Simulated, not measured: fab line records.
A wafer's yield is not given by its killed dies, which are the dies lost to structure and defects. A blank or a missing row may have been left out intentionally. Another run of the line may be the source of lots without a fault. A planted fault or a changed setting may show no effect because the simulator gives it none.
Problem report in the 8D (eight disciplines) form, filled by code	flow gf180mcu	the parts of the form that need people (team, actions taken, sign-off) are left out

## 1. PROBLEM STATEMENT
Mean of stripTimeToEndpointS at GF_MVPSD_STRIP_10: 22.30 s across 6 wafers in 2 lots; on wafers with no fault it is 36.94 s (standard deviation 0.087). That is -99 or more standard deviations from the usual mean.
The step: strips in O2/N2.
First seen on wafer L306.1, day 8 19:56, on plasmaAsher-01. Wafers with a number at this step in the record: 39, from 13 lots. By rule, "out" or "out of limits" means more than 4 standard deviations away from the usual mean. The rest of the wafers with a number are treated as sound.

## 2. WHAT IT IS; WHAT IT IS NOT
question	is	is not
which readings at this step	stripTimeToEndpointS	drypumpMotorCurrentA, heaterPowerW
which lots	L306, L309	L293, L294, L295, L297, L299, L300, L302, L304, L307, L311, L312
which wafers of those lots	all that have a number	-
read on which tools	plasmaAsher-01	plasmaAsher-03, plasmaAsher-04
when	from day 8 19:56	up to then (24 sound wafers); but 9 sound wafers of L307, L311, L312 came after

## 3. SUSPECTS, AND WHAT RULES EACH OUT
Counting: a tool at a process step up to the reading stays a suspect if it ran every lot that is out and no sound lot after the first of them.
- lithoTrack-04 at GF_MVPSD_COAT_02 (resist thk 3000 nm): kept. It processed each lot that is out, first L306 at day 8 11:05, and no sound lot thereafter; up to then, the last sound lot it processed was L304 at day 7 23:17.
- plasmaAsher-01 at GF_MVPSD_STRIP_10 (strips in O2/N2): ruled out as a lasting fault. Following L306 (day 8 19:56), the first lot on it that is out, the sound lots L307, L311, L312 were run on it.
Remaining after the count: lithoTrack-04 at GF_MVPSD_COAT_02.

## 4. THE CAUSE (what the simulator had put in)
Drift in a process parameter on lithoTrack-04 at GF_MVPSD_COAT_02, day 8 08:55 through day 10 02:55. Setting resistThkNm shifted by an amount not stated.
The count eliminated every tool but this one.

## 5. SEQUENCE OF EFFECTS, ordered by route
Each row: a reading whose mean over the struck wafers that have a number lies more than 3 standard deviations from the usual. Scope: only readings with a usual standard deviation given in the record; hours: median across lots of the time from each lot's start at the first step in this table that gives one to its start at this step; sigmas: change in usual standard deviations.
hours	step	reading	usual	on struck wafers	change	sigmas
0	GF_MVPSD_STRIP_10	stripTimeToEndpointS	36.94 s	22.30	-14.63	-99 or more
It contains these process steps:
- GF_MVPSD_STRIP_10: strips in O2/N2.
At these later measuring or inspecting steps, every struck wafer for which the step has a row has a number for every such reading, and none has moved that far: GF_V2_CD_MEAS_14, GF_V2_THK_MEAS_25.

## 6. WHAT WOULD HAVE CAUGHT IT SOONER
In this record the first reading out of limits was taken at day 8 19:56, 11 hours after the fault began at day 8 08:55.
Lots out: 2; of these, L309 started GF_MVPSD_COAT_02 on lithoTrack-04 after day 8 19:56. Holding the tool at that time would have saved it.
